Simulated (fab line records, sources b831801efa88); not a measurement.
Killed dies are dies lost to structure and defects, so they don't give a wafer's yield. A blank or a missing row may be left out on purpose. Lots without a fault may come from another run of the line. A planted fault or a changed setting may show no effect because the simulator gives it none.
One fault seen from 2 desks | flow gf180mcu | each desk has only its own numbers; what lay behind them comes last

THE METROLOGY DESK
What the gauges read, lot by lot, whatever tool the lot ran on: means of the sampled wafers that have a number. A lot is out of limits, marked OUT, if its mean lies more than 4 standard deviations from the usual mean; the brackets give that distance.
Columns: A = SAB_OVL at GF_SAB_OVL_MEAS_10, usual 1.1 nm; B = SALICIDE_TIN_RS at GF_SALICIDE_RS_MEAS_04, usual 16.4 ohm/sq; C = SALICIDE_TIN_THK at GF_SALICIDE_THK_MEAS_05, usual 20.33 nm
lot  | first seen here | A    | B    | C
L250 | day 17 18:17    | 1.8  | 16.3 | 20.33
L252 | day 18 13:35    | 2.5  | 16.4 | 20.15
L258 | day 21 10:29    | 0.3  | 16.7 | 19.99
L259 | day 22 01:28    | 0.8  | 16.0 | 20.66
L260 | day 22 04:29    | 0.8  | 17.0 | 20.01
L262 | day 22 12:14    | -0.8 | 15.9 | 20.78
L264 | day 23 01:34    | 3.1  | 16.1 | 20.38
This desk's finding: nothing out of limits on any of the 7 lots.

THE TOOL OWNER'S DESK: rtp_anneal-01
The tool's own readings at GF_SALICIDE_RTA_08 (time 30 s): means of the sampled wafers that have a number, for each lot that ran on this tool. A lot is out of limits, marked OUT, if its mean lies more than 4 standard deviations from the usual mean; the brackets give that distance.
Columns: A = lamp_power_pct at GF_SALICIDE_RTA_08, usual 16.1 %; B = wafer_temp_C_max at GF_SALICIDE_RTA_08, usual 803.2
lot  | first seen here | A               | B
L250 | day 17 19:06    | 17.2            | 803.1
L252 | day 18 14:27    | 17.2            | 802.7
L258 | day 21 11:17    | 22.8 (+5.2) OUT | 894.2 (+99 or more) OUT
L259 | day 22 02:16    | 22.8 (+5.1) OUT | 894.6 (+99 or more) OUT
L260 | day 22 05:17    | 22.8 (+5.2) OUT | 894.5 (+99 or more) OUT
This desk's finding: out of limits on L258, L259, L260; first on L258, day 21 11:17 (lamp_power_pct at GF_SALICIDE_RTA_08). In limits: L250, L252.

PUT TOGETHER
The tool owner's desk could have raised an alarm at day 21 11:17, on L258, L259, L260.
The metrology desk saw nothing out of limits.
The metrology desk has L258, L259, L260 on record, within its limits.
Of the lots named, all ran GF_SALICIDE_RTA_08 on rtp_anneal-01.

WHAT THE SIMULATOR HAD PUT IN
Process parameter drift: rtp_anneal-01, from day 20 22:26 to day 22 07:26, at GF_SALICIDE_RTA_08. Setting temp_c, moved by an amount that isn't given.
Lots struck among those shown: L258, L259, L260.
Hours from the fault's start to each desk's first reading out of limits: the tool owner's desk, 13.
